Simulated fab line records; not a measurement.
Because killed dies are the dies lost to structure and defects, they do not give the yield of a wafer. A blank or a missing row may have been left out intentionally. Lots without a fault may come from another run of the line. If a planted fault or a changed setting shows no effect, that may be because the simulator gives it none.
The same fault as seen by 2 desks | flow sky130 | each desk holds nothing but its own numbers, with what lay behind them at the end

DESK OF THE TOOL OWNER: ilineStepper-01
The tool's own readings at SKY_VT_ADJUST_NCORE_EXPOSE_04 (exposes mask LVTN COMPLEMENT THIN, target cd 380 nm): means of the sampled wafers that have a number, for each lot that ran on this tool. Any lot whose mean is over 4 standard deviations away from the usual mean is out of limits and marked OUT; that distance is given in the brackets.
Columns: A = focusOffsetNm at SKY_VT_ADJUST_NCORE_EXPOSE_04, usual 0.1 nm
lot  | first seen here | A
L746 | day 8 02:58     | -1.1
L747 | day 8 12:20     | 0.2
L749 | day 9 04:13     | 0.2
L751 | day 9 11:43     | 0.7
L757 | day 11 04:49    | -0.4
L758 | day 11 09:47    | -0.9
L761 | day 12 10:41    | -0.1
L763 | day 13 01:44    | 0.6
Finding of this desk: none of the 8 lots has anything out of limits.

METROLOGY DESK
What the gauges read, lot by lot, whatever tool the lot ran on: means of the sampled wafers that have a number. Any lot whose mean is over 4 standard deviations away from the usual mean is out of limits and marked OUT; that distance is given in the brackets.
Columns: A = VT_ADJUST_LVTN_TW at SKY_VT_ADJUST_LVTN_TW_MEAS_10, usual 243.4; B = VT_ADJUST_NCORE_OVL at SKY_VT_ADJUST_NCORE_OVL_MEAS_08, usual -0.4 nm; C = POLY_GATE_TW at SKY_RES_PROTECT_TW_MEAS_08, usual 4058; D = cdNm at SKY_POLY_GATE_CD_MEAS_22, usual 150.3 nm
lot  | first seen here | A     | B                       | C    | D
L746 | day 6 21:31     | 242.6 | -0.4                    | 4032 | 151.1
L747 | day 7 04:32     | 243.7 | 0.6                     | 4033 | 148.0
L748 | day 7 12:25     | 244.1 | -2.1                    | 4050 | 152.7
L749 | day 7 16:35     | 244.4 | -0.2                    | 4067 | 151.2
L750 | day 8 00:59     | 244.2 | 0.2                     | 4051 | 147.8
L751 | day 8 03:46     | 243.7 | -0.1                    | 4114 | 151.4
L752 | day 8 13:22     | 243.8 | -1.9                    | 4037 | 149.0
L753 | day 8 17:30     | 244.1 | -1.0                    | 4066 | 149.9
L757 | day 9 19:17     | 242.8 | 130.6 (+99 or more) OUT | -    | -
L758 | day 9 23:02     | 242.9 | 131.2 (+99 or more) OUT | -    | -
L761 | day 10 22:25    | 241.8 | 131.8 (+99 or more) OUT | -    | -
L763 | day 11 13:10    | 245.3 | 129.3 (+99 or more) OUT | -    | -
L765 | day 12 06:58    | 244.9 | 0.9                     | 4054 | 148.0
L769 | day 13 01:28    | 243.1 | 1.2                     | 4050 | 153.9
This desk's result: L757, L758, L761, L763 out of limits, first on L757 (VT_ADJUST_NCORE_OVL at SKY_VT_ADJUST_NCORE_OVL_MEAS_08), day 11 17:14. Within limits: L746, L747, L748, L749, L750, L751, L752, L753, L765, L769.

PUT TOGETHER
The metrology desk could have raised an alarm at day 11 17:14, on L757, L758, L761, L763.
The desk of the tool owner found nothing out of limits.
Tool owner's desk: L757, L758, L761, L763 on record, inside its limits.
On ilineStepper-01, each named lot ran SKY_VT_ADJUST_NCORE_EXPOSE_04.

WHAT WAS PUT IN BY THE SIMULATOR
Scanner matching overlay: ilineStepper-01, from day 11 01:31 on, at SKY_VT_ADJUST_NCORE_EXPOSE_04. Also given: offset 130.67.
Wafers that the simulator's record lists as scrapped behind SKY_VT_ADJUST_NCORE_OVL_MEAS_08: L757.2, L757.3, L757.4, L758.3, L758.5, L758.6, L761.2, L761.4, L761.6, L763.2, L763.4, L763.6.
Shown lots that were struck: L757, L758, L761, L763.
Time in hours between the start of the fault and the first out-of-limits reading at each desk: metrology desk, 16.
